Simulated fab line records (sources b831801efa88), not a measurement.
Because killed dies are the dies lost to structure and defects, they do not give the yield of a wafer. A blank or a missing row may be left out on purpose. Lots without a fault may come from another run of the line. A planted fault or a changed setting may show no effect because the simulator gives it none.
fab line records    flow sky130
[record] lots = 12  wafers = 36  lastDay = 50
route steps=708 shown POLY_GATE@224 POLY_CUT@315 LI_CONTACT@374 PAD_OPEN@708
lots with no fault: from the same line, run without faults
startH: hours from the record's first day to the start of the lot's first wafer shown    waitH: hours elapsed since this lot's preceding step    " as in the row above    L1.1+2: several wafers, shown together as one row    - no value, or no start given    * or withheld: withheld    < > ~ a bound
route shown NAME@n: a module of which the file shows steps, and the number in the route of the first    usual: average and standard deviation across the fault-free wafers    same: alike in all rows    chamber/n: place in a boat    sites: the reading at each site    _std_site: how widely they spread, as a standard deviation    _edge_site: outer sites' mean less inner sites'    radiusMm: for every site, how far away it sits from the centre of the wafer    mask NAME#n: copy n    behind: the tool/chamber that last shaped the wafer    hold: cause of the lot's hold/its duration in hours/its outcome    device: whichever transistor did not switch (one of n, p or np)    end of line: at the end of the route, the tests of the same wafers    step lacking rows: just its recipe    killed: at the first sort, the dies lost to defects and structure; wafer yield is something else    map: the dies of a wafer, with x for killed, . for not killed, _ for no die there
set.NAME: the setting that was run; set.NAME@STEP: the one run at that earlier step    model.NAME: the simulator's own value behind a step, which no gauge read
route steps across a sampled set of lots; one table per step, one row per wafer
services: the hour from which a tool's chamber was out of use, counted from the record's first day as startH (under 0 if before that day), plus the number of hours and why
[[steps]]
[step SKY_POLY_GATE_EXPOSE_10]
[recipe] maskId = P1M  na = 0.68  sourceShape = conventional  sigmaOuter = 0.6  targetCdNm = 150  doseMj = 28
[usual] exposureDoseMJCm2 = 27.98/0.031
lot.wafer  tool           chamber  startH  waitH  mask   exposureDoseMJCm2
L552.1     krfScanner-02  0        355.44  -      P1M#0  28.01
L552.3     "              0        "       "      P1M#0  28.01
L552.4     "              0        "       "      P1M#0  28.01
L553.1     krfScanner-01  0        366.82  -      P1M#0  27.95
L553.5     "              0        "       "      P1M#0  27.99
L553.6     "              0        "       "      P1M#0  27.96
L554.1     krfScanner-01  0        374.72  -      P1M#0  27.94
L554.3     "              0        "       "      P1M#0  28.02
L554.5     "              0        "       "      P1M#0  27.97
L555.1     krfScanner-01  0        385.12  -      P1M#0  27.98
L555.2     "              0        "       "      P1M#0  27.91
L555.3     "              0        "       "      P1M#0  27.98
L557.2     krfScanner-01  0        401.31  -      P1M#0  27.94
L557.4     "              0        "       "      P1M#0  27.97
L557.6     "              0        "       "      P1M#0  27.94
L558.2     krfScanner-01  0        406.53  -      P1M#0  27.98
L558.3     "              0        "       "      P1M#0  27.95
L558.6     "              0        "       "      P1M#0  27.99
L564.1     krfScanner-01  0        458.04  -      P1M#0  26.87
L564.2     "              0        "       "      P1M#0  26.87
L564.3     "              0        "       "      P1M#0  26.84
L567.2     krfScanner-02  0        490.00  -      P1M#0  27.99
L567.3     "              0        "       "      P1M#0  28.00
L567.6     "              0        "       "      P1M#0  28.01
L572.3     krfScanner-01  0        526.01  -      P1M#0  27.95
L572.5     "              0        "       "      P1M#0  27.98
L572.6     "              0        "       "      P1M#0  27.95
L573.2     krfScanner-02  0        535.44  -      P1M#0  27.97
L573.4     "              0        "       "      P1M#0  27.97
L573.5     "              0        "       "      P1M#0  27.96
L574.4     krfScanner-01  0        547.70  -      P1M#0  27.94
L574.5     "              0        "       "      P1M#0  27.91
L574.6     "              0        "       "      P1M#0  27.95
L575.1     krfScanner-01  0        559.79  -      P1M#0  28.01
L575.5     "              0        "       "      P1M#0  28.02
L575.6     "              0        "       "      P1M#0  28.00
[step SKY_POLY_GATE_CD_MEAS_13]
[recipe] targetCdNm = 150
[usual] cdNm = 149.5/1.5
lot.wafer  tool      chamber  startH  waitH  hold                     cdNm
L552.1     cdSem-02  -        369.81  -      -                        151.2
L552.3     "         -        "       "      -                        150.6
L552.4     "         -        "       "      -                        150.3
L553.1     cdSem-01  -        380.59  -      -                        151.0
L553.5     "         -        "       "      -                        150.9
L553.6     "         -        "       "      -                        150.9
L554.1     cdSem-02  -        388.84  -      -                        151.3
L554.3     "         -        "       "      -                        150.2
L554.5     "         -        "       "      -                        150.0
L555.1     cdSem-01  -        399.44  -      -                        147.7
L555.2     "         -        "       "      -                        147.9
L555.3     "         -        "       "      -                        147.6
L557.2     cdSem-02  -        415.79  -      -                        147.7
L557.4     "         -        "       "      -                        148.7
L557.6     "         -        "       "      -                        147.2
L558.2     cdSem-02  -        421.68  -      -                        150.6
L558.3     "         -        "       "      -                        150.6
L558.6     "         -        "       "      -                        149.7
L564.1     cdSem-02  -        472.82  -      awaitDispo/0.2h/release  118.2
L564.2     "         -        "       "      awaitDispo/0.2h/release  131.1
L564.3     "         -        "       "      awaitDispo/0.2h/release  118.9
L564.1     cdSem-02  -        473.10  0.3    -                        118.6
L564.2     "         -        "       "      -                        131.2
L564.3     "         -        "       "      -                        118.8
L567.2     cdSem-02  -        505.23  -      -                        151.2
L567.3     "         -        "       "      -                        150.9
L567.6     "         -        "       "      -                        149.7
L572.3     cdSem-01  -        540.80  -      -                        146.7
L572.5     "         -        "       "      -                        149.0
L572.6     "         -        "       "      -                        146.8
L573.2     cdSem-01  -        551.13  -      -                        151.1
L573.4     "         -        "       "      -                        150.4
L573.5     "         -        "       "      -                        148.5
L574.4     cdSem-02  -        562.05  -      -                        150.6
L574.5     "         -        "       "      -                        150.6
L574.6     "         -        "       "      -                        151.7
L575.1     cdSem-02  -        574.26  -      -                        149.7
L575.5     "         -        "       "      -                        149.4
L575.6     "         -        "       "      -                        150.6
[step SKY_POLY_CUT_CD_MEAS_08]
[recipe] targetCdNm = 270
[usual] cdNm = 270.1/1.6
lot.wafer  tool      chamber  startH  waitH  cdNm
L552.1     cdSem-02  -        560.56  -      270.4
L552.3     "         -        "       "      270.3
L552.4     "         -        "       "      268.6
L553.1     cdSem-02  -        568.93  -      267.7
L553.5     "         -        "       "      268.3
L553.6     "         -        "       "      268.0
L554.1     cdSem-02  -        577.81  -      268.9
L554.3     "         -        "       "      269.0
L554.5     "         -        "       "      268.0
L555.1     cdSem-02  -        591.88  -      270.9
L555.2     "         -        "       "      272.6
L555.3     "         -        "       "      270.8
L557.2     cdSem-02  -        607.16  -      266.8
L557.4     "         -        "       "      267.3
L557.6     "         -        "       "      267.7
L558.2     cdSem-02  -        609.13  -      269.7
L558.3     "         -        "       "      270.4
L558.6     "         -        "       "      270.8
L564.1     cdSem-01  -        657.69  -      269.4
L564.2     "         -        "       "      270.6
L564.3     "         -        "       "      270.6
L567.2     cdSem-01  -        701.48  -      267.7
L567.3     "         -        "       "      269.0
L567.6     "         -        "       "      267.1
L572.3     cdSem-01  -        718.25  -      272.2
L572.5     "         -        "       "      272.6
L572.6     "         -        "       "      274.3
L573.2     cdSem-01  -        727.43  -      270.0
L573.4     "         -        "       "      269.7
L573.5     "         -        "       "      271.8
L574.4     cdSem-01  -        738.72  -      270.0
L574.5     "         -        "       "      272.0
L574.6     "         -        "       "      272.3
L575.1     cdSem-01  -        748.74  -      270.7
L575.5     "         -        "       "      270.7
L575.6     "         -        "       "      270.2
[step SKY_LI_CONTACT_CD_MEAS_12]
[recipe] targetCdNm = 170
[usual] cdNm = 170.4/1.4
lot.wafer  tool      chamber  startH  waitH  cdNm
L552.1     cdSem-02  -        676.36  -      173.4
L552.3     "         -        "       "      171.6
L552.4     "         -        "       "      171.7
L553.1     cdSem-02  -        685.91  -      170.6
L553.5     "         -        "       "      171.7
L553.6     "         -        "       "      171.6
L554.1     cdSem-01  -        694.46  -      171.5
L554.3     "         -        "       "      171.1
L554.5     "         -        "       "      170.8
L555.1     cdSem-01  -        707.26  -      170.1
L555.2     "         -        "       "      170.8
L555.3     "         -        "       "      170.4
L557.2     cdSem-01  -        721.85  -      169.8
L557.4     "         -        "       "      171.0
L557.6     "         -        "       "      171.0
L558.2     cdSem-01  -        723.26  -      171.3
L558.3     "         -        "       "      171.3
L558.6     "         -        "       "      171.5
L564.1     cdSem-01  -        767.96  -      169.5
L564.2     "         -        "       "      168.8
L567.2     cdSem-01  -        811.58  -      174.2
L567.3     "         -        "       "      173.5
L567.6     "         -        "       "      174.1
L572.3     cdSem-02  -        828.58  -      166.0
L572.5     "         -        "       "      168.2
L572.6     "         -        "       "      168.6
L573.2     cdSem-02  -        838.63  -      168.6
L573.4     "         -        "       "      169.6
L573.5     "         -        "       "      167.9
L574.4     cdSem-02  -        847.95  -      170.3
L574.5     "         -        "       "      172.3
L574.6     "         -        "       "      169.7
L575.1     cdSem-02  -        858.31  -      170.4
L575.5     "         -        "       "      170.6
L575.6     "         -        "       "      170.8
[step SKY_LI_CONTACT_STRIP_16]
[recipe] chemistry = O2/N2  powerW = 1400  pressureMtorr = 1500  platenTempC = withheld  o2FlowSccm = 3000  n2FlowSccm = 300  overashFraction = 0.5
[usual] drypumpMotorCurrentA = 5.65/0.29  o2FlowSccm = 3001/9.2  oesProductAu = 0.376/0.0053  stripTimeToEndpointS = 3.50/0.063
lot.wafer  tool            chamber  startH  waitH  drypumpMotorCurrentA  o2FlowSccm  oesProductAu  rfHoursCounterH  stripTimeToEndpointS
L552.1     plasmaAsher-03  1        676.65  -      5.68                  3005        0.376         83               3.43
L552.3     "               0        "       "      5.73                  3003        0.377         -                3.50
L552.4     "               1        "       "      5.69                  2998        0.377         -                3.57
L553.1     plasmaAsher-04  1        686.19  -      5.43                  2999        0.379         95               3.54
L553.5     "               0        "       "      6.04                  3011        0.372         -                3.52
L553.6     "               1        "       "      5.46                  2999        0.376         -                3.52
L554.1     plasmaAsher-04  0        694.75  -      6.04                  2994        0.380         96               3.55
L554.3     "               1        "       "      5.39                  3014        0.371         -                3.38
L554.5     "               1        "       "      5.43                  2999        0.373         -                3.56
L555.1     plasmaAsher-04  1        707.54  -      5.44                  3021        0.371         97               3.45
L555.2     "               0        "       "      6.05                  2984        0.372         97               3.49
L555.3     "               1        "       "      5.44                  2989        0.378         -                3.51
L557.2     plasmaAsher-01  0        722.11  -      5.88                  3005        0.373         60               3.43
L557.4     "               1        "       "      5.21                  2983        0.378         -                3.54
L557.6     "               1        "       "      5.19                  3002        0.378         -                3.63
L558.2     plasmaAsher-03  0        723.53  -      5.76                  3010        0.374         87               3.51
L558.3     "               1        "       "      5.68                  3005        0.385         -                3.56
L558.6     "               1        "       "      5.69                  3018        0.377         -                3.50
L564.1     plasmaAsher-01  1        768.24  -      5.18                  3003        0.373         65               3.38
L564.2     "               0        "       "      5.85                  3013        0.373         65               3.41
L567.2     plasmaAsher-03  0        811.84  -      5.72                  2989        0.361         96               3.38
L567.3     "               1        "       "      5.70                  3005        0.378         -                3.45
L567.6     "               1        "       "      5.71                  3016        0.379         -                3.54
L572.3     plasmaAsher-04  0        828.86  -      6.06                  2996        0.371         -                3.41
L572.5     "               0        "       "      6.06                  2995        0.381         -                3.55
L572.6     "               1        "       "      5.41                  2999        0.376         -                3.41
L573.2     plasmaAsher-04  0        838.89  -      6.08                  2994        0.375         9                3.50
L573.4     "               1        "       "      5.46                  3020        0.379         -                3.55
L573.5     "               1        "       "      5.38                  3012        0.383         -                3.61
L574.4     plasmaAsher-01  1        848.21  -      5.20                  2989        0.375         -                3.50
L574.5     "               0        "       "      5.87                  2994        0.378         -                3.47
L574.6     "               1        "       "      5.20                  2986        0.374         -                3.50
L575.1     plasmaAsher-01  1        858.59  -      5.19                  2993        0.371         74               3.52
L575.5     "               1        "       "      5.19                  3003        0.372         -                3.53
L575.6     "               0        "       "      5.90                  2999        0.374         -                3.45
[step SKY_PAD_OPEN_PROBE_99]
[usual] killed_at_M0_to_M3 = 44/6.5  killed_at_M4_up = 2.9/1.7  killedAtContacts = 24/5.7  killedAtFrontEnd = 16/4.4  killedAtOther = 0.2/0.48  killedDies = 87/9.6  killedOpen = 48/6.7  killedShort = 38/6.2
[same] grossDies = 492  killedAtBackSide = 0
lot.wafer  tool       chamber  startH   waitH  hold                     killed_at_M0_to_M3  killed_at_M4_up  killedAtContacts  killedAtFrontEnd  killedAtOther  killedDies  killedOpen  killedShort
L552.1     prober-02  -        1084.56  0.1    -                        51                  5                18                14                0              88          57          31
L552.3     prober-02  -        1084.66  0.2    -                        50                  4                20                15                0              89          54          35
L552.4     prober-02  -        1084.71  0.2    -                        48                  1                21                17                0              87          56          29
L553.1     prober-01  -        1085.79  0.1    -                        47                  2                22                16                0              87          45          42
L553.5     prober-01  -        1085.99  0.2    -                        34                  3                15                22                1              75          37          38
L553.6     prober-01  -        1086.04  0.2    -                        55                  2                19                18                0              94          50          44
L554.1     prober-02  -        1088.71  0.1    -                        42                  2                21                22                1              88          43          45
L554.3     prober-02  -        1088.81  0.2    -                        33                  3                18                13                0              67          32          35
L554.5     prober-02  -        1088.91  0.2    -                        40                  3                37                21                0              101         59          42
L555.1     prober-02  -        1100.56  0.1    -                        48                  4                26                25                2              105         50          54
L555.2     prober-02  -        1100.61  0.1    -                        39                  4                29                28                0              100         52          47
L555.3     prober-02  -        1100.66  0.2    -                        54                  5                17                18                0              94          57          37
L557.2     prober-02  -        1111.43  0.1    -                        47                  3                23                28                0              101         50          51
L557.4     prober-02  -        1111.53  0.2    -                        44                  4                20                19                0              87          45          42
L557.6     prober-02  -        1111.63  0.2    -                        42                  3                27                17                1              90          53          37
L558.2     prober-01  -        1112.02  0.1    -                        48                  0                27                14                0              89          60          29
L558.3     prober-01  -        1112.07  0.2    -                        51                  3                42                18                0              114         63          51
L558.6     prober-01  -        1112.22  0.2    -                        55                  3                23                10                0              91          47          44
L564.2     prober-02  -        1146.87  0.1    awaitDispo/2.1h/release  53                  6                22                85                0              166         56          36
L564.3     prober-02  -        1146.92  0.2    awaitDispo/2.1h/release  41                  3                31                361               0              436         45          41
L567.2     prober-01  -        1176.22  0.1    -                        45                  3                21                20                0              89          45          44
L567.3     prober-01  -        1176.27  0.2    -                        41                  2                29                20                1              93          52          40
L567.6     prober-01  -        1176.42  0.2    -                        46                  4                15                20                0              85          50          35
L572.3     prober-01  -        1185.58  0.2    -                        47                  2                25                18                0              92          38          53
L572.5     prober-01  -        1185.68  0.2    -                        36                  8                19                19                1              83          41          41
L572.6     prober-01  -        1185.73  0.2    -                        39                  1                26                14                0              80          55          25
L573.2     prober-02  -        1198.19  0.1    -                        46                  4                17                19                1              87          58          28
L573.4     prober-02  -        1198.29  0.2    -                        59                  1                15                18                0              93          55          38
L573.5     prober-02  -        1198.34  0.2    -                        51                  4                24                22                0              101         55          46
L574.4     prober-01  -        1201.08  0.2    -                        42                  3                21                12                0              78          39          38
L574.5     prober-01  -        1201.13  0.2    -                        45                  5                20                13                0              83          48          34
L574.6     prober-01  -        1201.18  0.2    -                        48                  2                17                8                 0              75          40          35
L575.1     prober-02  -        1203.73  0.1    -                        52                  3                23                12                0              90          48          42
L575.5     prober-02  -        1203.93  0.2    -                        51                  6                22                17                0              96          56          40
L575.6     prober-02  -        1203.98  0.2    -                        54                  4                19                18                0              95          50          45
// killed by level:class
L552.1 VIA1:geometricParticle:open=13 VIA2:geometricParticle:open=12 VIA3:geometricParticle:open=8 LI_CONTACT:geometricParticle:open=7 METAL2:geometricParticle:short=7 CONTACT:geometricParticle:open=6 POLY_GATE:geometricParticle:short=4 VIA1:geometricParticle:short=4
L552.3 VIA1:geometricParticle:open=12 CONTACT:geometricParticle:open=8 VIA3:geometricParticle:open=8 METAL2:geometricParticle:short=7 VIA2:geometricParticle:open=6 LI_CONTACT:geometricParticle:open=5 METAL1:geometricParticle:short=5 FIELD_ISO:geometricParticle:short=4
L552.4 VIA1:geometricParticle:open=16 CONTACT:geometricParticle:open=8 VIA3:geometricParticle:open=8 FIELD_ISO:geometricParticle:short=6 LI_CONTACT:geometricParticle:open=6 VIA2:geometricParticle:open=6 VIA1:geometricParticle:short=5 POLY_GATE:geometricParticle:open=4
L553.1 VIA2:geometricParticle:open=11 VIA1:geometricParticle:open=9 CONTACT:geometricParticle:short=7 LI_CONTACT:geometricParticle:open=6 CONTACT:geometricParticle:open=5 METAL1:geometricParticle:short=5 FIELD_ISO:geometricParticle:short=4 LOCAL_INTERCONNECT:geometricParticle:short=4
L553.5 FIELD_ISO:geometricParticle:short=11 CONTACT:geometricParticle:open=7 VIA1:geometricParticle:open=6 FIELD_ISO:geometricParticle:open=5 VIA2:geometricParticle:open=5 METAL1:geometricParticle:short=5 LI_CONTACT:geometricParticle:open=4 VIA1:geometricParticle:short=3
L553.6 VIA1:geometricParticle:open=11 METAL2:geometricParticle:short=10 VIA3:geometricParticle:open=8 VIA2:geometricParticle:open=7 CONTACT:geometricParticle:open=6 FIELD_ISO:geometricParticle:open=5 POLY_GATE:geometricParticle:short=5 VIA1:geometricParticle:short=5
L554.1 VIA1:geometricParticle:open=10 CONTACT:geometricParticle:open=9 FIELD_ISO:geometricParticle:short=7 FIELD_ISO:geometricParticle:open=7 SPACER:geometricParticle:short=7 VIA2:geometricParticle:open=7 VIA1:geometricParticle:short=5 LOCAL_INTERCONNECT:geometricParticle:short=5
L554.3 VIA2:geometricParticle:short=6 FIELD_ISO:geometricParticle:open=5 LI_CONTACT:geometricParticle:open=5 CONTACT:geometricParticle:open=5 METAL1:geometricParticle:short=5 VIA1:geometricParticle:open=5 LOCAL_INTERCONNECT:geometricParticle:short=4 VIA1:geometricParticle:short=4
L554.5 CONTACT:geometricParticle:open=13 VIA1:geometricParticle:open=11 LI_CONTACT:geometricParticle:open=8 FIELD_ISO:geometricParticle:open=7 CONTACT:geometricParticle:short=7 LOCAL_INTERCONNECT:geometricParticle:short=6 VIA2:geometricParticle:open=6 VIA3:geometricParticle:open=6
L555.1 CONTACT:geometricParticle:open=11 VIA1:geometricParticle:open=11 VIA3:geometricParticle:short=7 METAL2:geometricParticle:short=7 FIELD_ISO:geometricParticle:short=6 POLY_GATE:geometricParticle:short=6 LI_CONTACT:geometricParticle:open=6 LOCAL_INTERCONNECT:geometricParticle:short=6
L555.2 LOCAL_INTERCONNECT:geometricParticle:short=10 POLY_GATE:geometricParticle:open=8 LI_CONTACT:geometricParticle:open=8 VIA1:geometricParticle:open=7 VIA2:geometricParticle:open=7 FIELD_ISO:geometricParticle:short=6 VIA3:geometricParticle:open=6 CONTACT:geometricParticle:short=5
L555.3 VIA1:geometricParticle:open=10 CONTACT:geometricParticle:open=9 METAL1:geometricParticle:short=9 POLY_GATE:geometricParticle:open=7 VIA2:geometricParticle:open=7 FIELD_ISO:geometricParticle:open=6 METAL2:geometricParticle:short=5 LOCAL_INTERCONNECT:geometricParticle:short=4
L557.2 METAL2:geometricParticle:short=9 FIELD_ISO:geometricParticle:open=8 LI_CONTACT:geometricParticle:open=8 VIA1:geometricParticle:open=8 POLY_GATE:geometricParticle:open=7 POLY_GATE:geometricParticle:short=6 CONTACT:geometricParticle:open=6 VIA3:geometricParticle:short=6
L557.4 CONTACT:geometricParticle:open=13 VIA1:geometricParticle:open=9 VIA1:geometricParticle:short=7 VIA2:geometricParticle:open=7 FIELD_ISO:geometricParticle:short=6 POLY_GATE:geometricParticle:short=6 VIA3:geometricParticle:short=6 METAL2:geometricParticle:short=5
L557.6 CONTACT:geometricParticle:open=13 VIA1:geometricParticle:open=8 VIA1:geometricParticle:short=7 VIA2:geometricParticle:open=7 LI_CONTACT:geometricParticle:open=6 VIA3:geometricParticle:open=6 FIELD_ISO:geometricParticle:open=4 FIELD_ISO:geometricParticle:short=4
L558.2 VIA1:geometricParticle:open=14 CONTACT:geometricParticle:open=11 VIA2:geometricParticle:open=11 FIELD_ISO:geometricParticle:open=7 LI_CONTACT:geometricParticle:open=7 LOCAL_INTERCONNECT:geometricParticle:short=5 METAL2:geometricParticle:short=5 METAL1:geometricParticle:short=4
L558.3 VIA1:geometricParticle:open=16 LI_CONTACT:geometricParticle:open=13 CONTACT:geometricParticle:open=12 VIA1:geometricParticle:short=9 VIA2:geometricParticle:open=7 FIELD_ISO:geometricParticle:open=6 LOCAL_INTERCONNECT:geometricParticle:short=6 METAL1:geometricParticle:short=6
L558.6 VIA1:geometricParticle:open=12 CONTACT:geometricParticle:open=10 METAL1:geometricParticle:short=9 METAL2:geometricParticle:short=7 VIA3:geometricParticle:open=6 VIA1:geometricParticle:short=6 VIA2:geometricParticle:open=6 FIELD_ISO:geometricParticle:open=4
L564.2 POLY_GATE:areaExpose=73 VIA1:geometricParticle:open=12 VIA2:geometricParticle:open=12 CONTACT:geometricParticle:open=10 LOCAL_INTERCONNECT:geometricParticle:short=5 METAL1:geometricParticle:short=5 METAL2:geometricParticle:short=5 VIA3:geometricParticle:open=5
L564.3 POLY_GATE:areaExpose=349 CONTACT:geometricParticle:open=13 VIA2:geometricParticle:open=8 METAL2:geometricParticle:short=8 LI_CONTACT:geometricParticle:open=7 POLY_GATE:geometricParticle:short=6 CONTACT:geometricParticle:short=6 METAL1:geometricParticle:short=5
L567.2 VIA1:geometricParticle:open=13 CONTACT:geometricParticle:open=7 VIA2:geometricParticle:open=7 FIELD_ISO:geometricParticle:short=6 METAL1:geometricParticle:short=6 LI_CONTACT:geometricParticle:open=5 POLY_GATE:geometricParticle:short=5 METAL2:geometricParticle:short=5
L567.3 CONTACT:geometricParticle:open=11 METAL2:geometricParticle:short=9 VIA1:geometricParticle:open=8 POLY_GATE:geometricParticle:open=6 LI_CONTACT:geometricParticle:open=6 LOCAL_INTERCONNECT:geometricParticle:short=6 VIA2:geometricParticle:open=6 POLY_GATE:geometricParticle:short=5
L567.6 VIA1:geometricParticle:open=8 METAL2:geometricParticle:short=7 VIA2:geometricParticle:open=7 CONTACT:geometricParticle:open=6 POLY_GATE:geometricParticle:open=6 LI_CONTACT:geometricParticle:open=6 FIELD_ISO:geometricParticle:short=5 FIELD_ISO:geometricParticle:open=5
L572.3 VIA2:geometricParticle:open=10 VIA1:geometricParticle:open=8 VIA1:geometricParticle:short=7 CONTACT:geometricParticle:short=6 METAL2:geometricParticle:short=6 POLY_GATE:geometricParticle:short=5 LOCAL_INTERCONNECT:geometricParticle:short=5 LI_CONTACT:geometricParticle:open=5
L572.5 CONTACT:geometricParticle:open=8 VIA1:geometricParticle:open=8 VIA2:geometricParticle:short=7 METAL4:geometricParticle:short=7 FIELD_ISO:geometricParticle:short=6 FIELD_ISO:geometricParticle:open=5 POLY_GATE:geometricParticle:open=5 METAL2:geometricParticle:short=4
L572.6 CONTACT:geometricParticle:open=12 VIA1:geometricParticle:open=12 VIA2:geometricParticle:open=11 LOCAL_INTERCONNECT:geometricParticle:short=5 LI_CONTACT:geometricParticle:open=4 CONTACT:geometricParticle:short=4 FIELD_ISO:geometricParticle:open=3 FIELD_ISO:geometricParticle:short=3
L573.2 VIA1:geometricParticle:open=15 VIA3:geometricParticle:open=8 POLY_GATE:geometricParticle:open=6 FIELD_ISO:geometricParticle:open=6 CONTACT:geometricParticle:open=6 LI_CONTACT:geometricParticle:open=5 METAL3:geometricParticle:short=5 VIA1:geometricParticle:short=4
L573.4 VIA1:geometricParticle:open=20 VIA1:geometricParticle:short=9 VIA3:geometricParticle:open=7 POLY_GATE:geometricParticle:short=5 LI_CONTACT:geometricParticle:open=5 CONTACT:geometricParticle:open=5 METAL1:geometricParticle:short=4 METAL2:geometricParticle:short=4
L573.5 VIA1:geometricParticle:open=11 VIA3:geometricParticle:open=9 POLY_GATE:geometricParticle:open=8 LI_CONTACT:geometricParticle:open=8 METAL2:geometricParticle:short=8 CONTACT:geometricParticle:open=7 METAL1:geometricParticle:short=7 POLY_GATE:geometricParticle:short=5
L574.4 CONTACT:geometricParticle:open=9 VIA1:geometricParticle:open=9 VIA3:geometricParticle:open=8 METAL1:geometricParticle:short=7 CONTACT:geometricParticle:short=5 METAL2:geometricParticle:short=5 FIELD_ISO:geometricParticle:open=4 VIA1:geometricParticle:short=4
L574.5 VIA1:geometricParticle:open=10 VIA3:geometricParticle:open=9 METAL2:geometricParticle:short=8 CONTACT:geometricParticle:open=7 VIA2:geometricParticle:open=5 FIELD_ISO:geometricParticle:open=4 FIELD_ISO:geometricParticle:short=4 LI_CONTACT:geometricParticle:short=4
L574.6 VIA1:geometricParticle:open=9 VIA3:geometricParticle:open=7 METAL2:geometricParticle:short=6 CONTACT:geometricParticle:open=6 METAL1:geometricParticle:short=6 VIA1:geometricParticle:short=5 METAL3:geometricParticle:short=5 LOCAL_INTERCONNECT:geometricParticle:open=4
L575.1 VIA1:geometricParticle:open=10 VIA3:geometricParticle:open=9 CONTACT:geometricParticle:open=8 METAL2:geometricParticle:short=8 LI_CONTACT:geometricParticle:open=6 METAL1:geometricParticle:short=6 VIA2:geometricParticle:open=5 POLY_CUT:geometricParticle:short=3
L575.5 VIA1:geometricParticle:open=11 CONTACT:geometricParticle:open=9 VIA3:geometricParticle:open=8 LI_CONTACT:geometricParticle:open=8 VIA2:geometricParticle:open=6 METAL3:geometricParticle:short=6 FIELD_ISO:geometricParticle:open=5 FIELD_ISO:geometricParticle:short=4
L575.6 METAL1:geometricParticle:short=10 VIA1:geometricParticle:open=10 CONTACT:geometricParticle:open=9 VIA3:geometricParticle:open=7 LI_CONTACT:geometricParticle:open=6 VIA1:geometricParticle:short=6 FIELD_ISO:geometricParticle:open=5 VIA2:geometricParticle:short=5
[[services]]
tool            chamber  startH  hours  kind
plasmaAsher-04  -        357.79  2.8    pm
krfScanner-01   -        408.09  1.0    pm
krfScanner-01   -        425.47  0.2    repair
krfScanner-01   -        433.61  1.3    pm
krfScanner-01   -        461.06  0.1    repair
krfScanner-01   -        491.63  0.2    repair
krfScanner-01   -        497.66  0.8    pm
krfScanner-01   -        518.51  0.4    repair
plasmaAsher-01  -        521.06  1.4    repair
krfScanner-01   -        577.09  1.0    pm
krfScanner-01   -        579.39  11.6   pm
krfScanner-01   -        591.24  3.6    pm
krfScanner-01   -        596.21  1.3    pm
plasmaAsher-04  -        613.78  2.4    repair
krfScanner-01   -        666.46  0.8    pm
krfScanner-01   -        690.36  0.6    repair
krfScanner-01   -        698.94  36.0   pm
plasmaAsher-04  -        733.75  9.0    pm
krfScanner-01   -        746.09  1.0    pm
krfScanner-01   -        772.11  1.3    pm
krfScanner-01   -        802.36  36.0   pm
plasmaAsher-04  -        834.37  0.3    repair
krfScanner-01   -        839.45  0.8    pm
krfScanner-01   -        855.86  0.8    pm
[[key]]
[firstSign] step = SKY_POLY_GATE_EXPOSE_10  reading = exposureDoseMJCm2  direction = down  sigmas = 37  usual = *  struck = *
[effect] step = SKY_POLY_GATE_CD_MEAS_13  reading = visit  direction = added  through = controlLoop
[effect] step = SKY_POLY_GATE_CD_MEAS_13  reading = cdNm  direction = down  sigmas = 18  usual = 149.5  struck = 122.7  through = controlLoop
[effect] step = SKY_PAD_OPEN_PROBE_99  reading = killedAtFrontEnd  direction = up  sigmas = 47  usual = 16  struck = 223
[moreKillsBornAt] SKY_POLY_GATE_EXPOSE_10@krfScanner-01 = 422
metAt SKY_POLY_GATE_EXPOSE_10
struckLots L564
laterRowsLeftOut L564.3
testerLeftOut L564
[loopTrim] step = SKY_POLY_GATE_EXPOSE_10  setting = dose  lots = L564
notActingAt SKY_POLY_CUT_CD_MEAS_08,SKY_LI_CONTACT_CD_MEAS_12,SKY_LI_CONTACT_STRIP_16
onsetBetween 406.53 458.04
[fault] kind = processParameterDrift  tool = krfScanner-01  chamber = -  onsetH = 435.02  steps = SKY_POLY_GATE_EXPOSE_10  channel = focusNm  offset = 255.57  spreadByWafer = 0.3  shape = step  endH = 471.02
// testerLeftOut: of these lots the tester's yield and bins aren't shown, on N5 and GAA mostly nor the transistor test; their killed dies are dies lost to structure and defects alone, not to doping, threshold or leakage, so they don't give the yield
// laterRowsLeftOut: the simulator's readings of these wafers behind a module that went badly wrong aren't trusted and aren't shown, but for the sort
// loopTrim: a control loop set the setting to another value than it would have without faults
